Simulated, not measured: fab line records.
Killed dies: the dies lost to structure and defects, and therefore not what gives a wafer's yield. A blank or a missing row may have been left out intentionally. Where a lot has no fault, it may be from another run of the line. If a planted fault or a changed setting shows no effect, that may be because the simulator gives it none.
A lot that was struck, set against a sound lot	flow sky130	29 out of 708 route steps
Sound: these wafers, L642.2, L642.3, L642.5. The struck wafers were L640.2, L640.5, L640.6. The cause is named last.
Order at every step that has rows: each side's tool, ch and its chambers, its first start. Under that, the readings that differ: sound wafers	struck wafers	difference of the means	sigmas: that difference in standard deviations of wafers without a fault.
alike: readings whose means differ by less than 2 such deviations, and words and numbers that are the same on both sides. not compared: withheld readings, readings that some wafer has no value for, bounds like >300 that may hide the same value, and numbers for which the record gives no deviation and whose values overlap.
Wherever a step has rows on one side only, a row that says differs or no value, or a row with sigmas, the two part there. When numbers do not overlap yet have no deviation, they are printed without sigmas and do not part them. A reading missing from all wafers of one side parts the sides only when that side holds two or more wafers.

first, 2 steps without rows for these wafers: SKY_LOCAL_INTERCONNECT_PEB_09; SKY_LOCAL_INTERCONNECT_DEVELOP_10 (develop time 60 s).
SKY_LOCAL_INTERCONNECT_CD_MEAS_11: the cd target is 170 nm.
  struck on cd sem-02, day 36 11:19; sound on cd sem-02, day 36 13:37
  alike: cd nm
SKY_LOCAL_INTERCONNECT_OVL_MEAS_12:
  struck on overlay-02, day 36 11:25; sound on overlay-01, day 36 13:43
  alike: LOCAL_INTERCONNECT_OVL
SKY_LOCAL_INTERCONNECT_ETCH_13: etches BARC in N2/H2, stops on SiO2, time 45.9 s, target depth 60 nm.
  sound on rie metal-03 ch 0,1, day 36 13:44; struck on rie metal-02 ch 0,1, day 36 11:26
  alike: drypump motor current A, oes product au, throttle valve pct
  not compared: rf hours counter h
SKY_LOCAL_INTERCONNECT_METAL_ETCH_14: etches TiN in Cl2/BCl3, stops on PSG, target depth 110 nm, time 31.4 s.
  sound on rie metal-03 ch 0,1, day 36 13:48; struck on rie metal-02 ch 0,1, day 36 11:30
reading	sound	struck	difference	sigmas
throttle valve pct (%)	21.897 21.903 21.883	21.916 21.913 21.911	+0.019	+2
  alike: drypump motor current A, oes product au
  not compared: rf hours counter h
then, 4 steps without rows for these wafers: SKY_LOCAL_INTERCONNECT_STRIP_15 (strips in O2/N2); SKY_LOCAL_INTERCONNECT_STRIP_16 (strips in post etch residue remover, time 1200 s); SKY_LOCAL_INTERCONNECT_CLEAN_17 (cleans in IPA, time 180 s); SKY_LOCAL_INTERCONNECT_CLEAN_18 (cleans in O3/DIW).
SKY_CONTACT_CVD_00: deposits Si3N4, target thk 75 nm.
  sound on pecvd-02 ch 0,1, day 36 14:27; struck on pecvd-04 ch 0,2, day 36 12:10
  alike: heater power w
SKY_CONTACT_THK_MEAS_01:
  struck on film metro-01, day 36 12:13; sound on film metro-02, day 36 14:47
  alike: CONTACT_CVD_00_THK
SKY_CONTACT_HDPCVD_02: deposits SiO2, target thk 565 nm, time 94.2 s.
  sound on hdpcvd-01 ch 0,1, day 36 14:50; struck on hdpcvd-02 ch 0,2, day 36 12:16
  no value came back on the struck wafers for pressure mtorr (mTorr), run length s (s); on the sound wafers pressure mtorr (mTorr) reads 5.974 5.993 5.985
then, 1 step without rows for these wafers: SKY_CONTACT_CMP_04 (polishes SiO2).
SKY_CONTACT_BOW_MEAS_05:
  struck on film metro-02, day 36 12:44; sound on film metro-02, day 36 15:17
reading	sound	struck	difference	sigmas
CONTACT_BOW (um)	85 86 76	63 70 72	-14	-2
then, 8 steps without rows for these wafers: SKY_CONTACT_DEHYDRATE_06 (time 60 s); SKY_CONTACT_HMDS_07 (prime time 60 s); SKY_CONTACT_COAT_08 (resist thk 60 nm); SKY_CONTACT_COAT_09 (resist thk 450 nm); SKY_CONTACT_SOFTBAKE_10 (time 90 s); SKY_CONTACT_EXPOSE_11 (exposes mask CTM1, target cd 170 nm); SKY_CONTACT_PEB_12; SKY_CONTACT_DEVELOP_13 (develop time 60.94 s).
SKY_CONTACT_CD_MEAS_14: the cd target is 170 nm.
  struck on cd sem-02, day 37 14:18; sound on cd sem-02, day 37 16:47
  alike: cd nm
SKY_CONTACT_OVL_MEAS_15:
  struck on overlay-02, day 37 14:24; sound on overlay-01, day 37 16:53
  alike: CONTACT_OVL
SKY_CONTACT_ETCH_16: etches BARC in N2/H2, stops on SiO2, time 45.9 s, target depth 60 nm.
  sound on rie diel-03 ch 1,2,3, day 37 16:55; struck on rie diel-03 ch 2,3, day 37 14:26
  alike: drypump motor current A, oes product au, throttle valve pct
  not compared: rf hours counter h
SKY_CONTACT_ETCH_17: etches SiO2 in C4F8/O2/Ar, stops on Si3N4, target depth 340 nm.
  sound on rie diel-03 ch 1,2,3, day 37 16:58; struck on rie diel-03 ch 2,3, day 37 14:28
reading	sound	struck	difference	sigmas
oes product au (a.u.)	0.894 0.903 0.896	0.375 0.367 0.383	-0.523	-99 or more
model.etch.depth nm (nm)	341.3 340.6 340.9	0 0 0	-341	
SKY_CONTACT_ETCH_18: etches Si3N4 in CHF3/O2, stops on TiN, time 39 s, target depth 75 nm.
  sound on rie diel-03 ch 1,2,3; struck on rie diel-03 ch 2,3
  alike: drypump motor current A, oes product au, throttle valve pct
  not compared: rf hours counter h
-- the record jumps here: 13 days lie between the struck wafers' starts before and after (it left off in module CONTACT and takes up again in module PAD_OPEN, whose first step shown is number 708 of the route) --
SKY_PAD_OPEN_PROBE_99:
  struck on prober-02, day 50 03:40; sound on prober-01, day 50 07:37
reading	sound	struck	difference	sigmas
killed_at_M0_to_M3	34 49 48	7 4 12	-36	-6
killed at contacts	29 26 30	481 485 474	+452	+81
killed at front end	19 10 9	4 2 5	-9	-2
killed dies	85 88 92	492 492 492	+404	+45
killed on rim	13 16 21	96 96 96	+79	+21
killed open	50 42 46	9 3 10	-39	-6
killed short	35 46 46	9 3 8	-36	-6
  alike: killed_at_M4_up, killed at other

## WHERE THEY PART
Last at SKY_PAD_OPEN_PROBE_99 as far as this record goes, first at SKY_LOCAL_INTERCONNECT_METAL_ETCH_14.

WHY: whatever the simulator had introduced
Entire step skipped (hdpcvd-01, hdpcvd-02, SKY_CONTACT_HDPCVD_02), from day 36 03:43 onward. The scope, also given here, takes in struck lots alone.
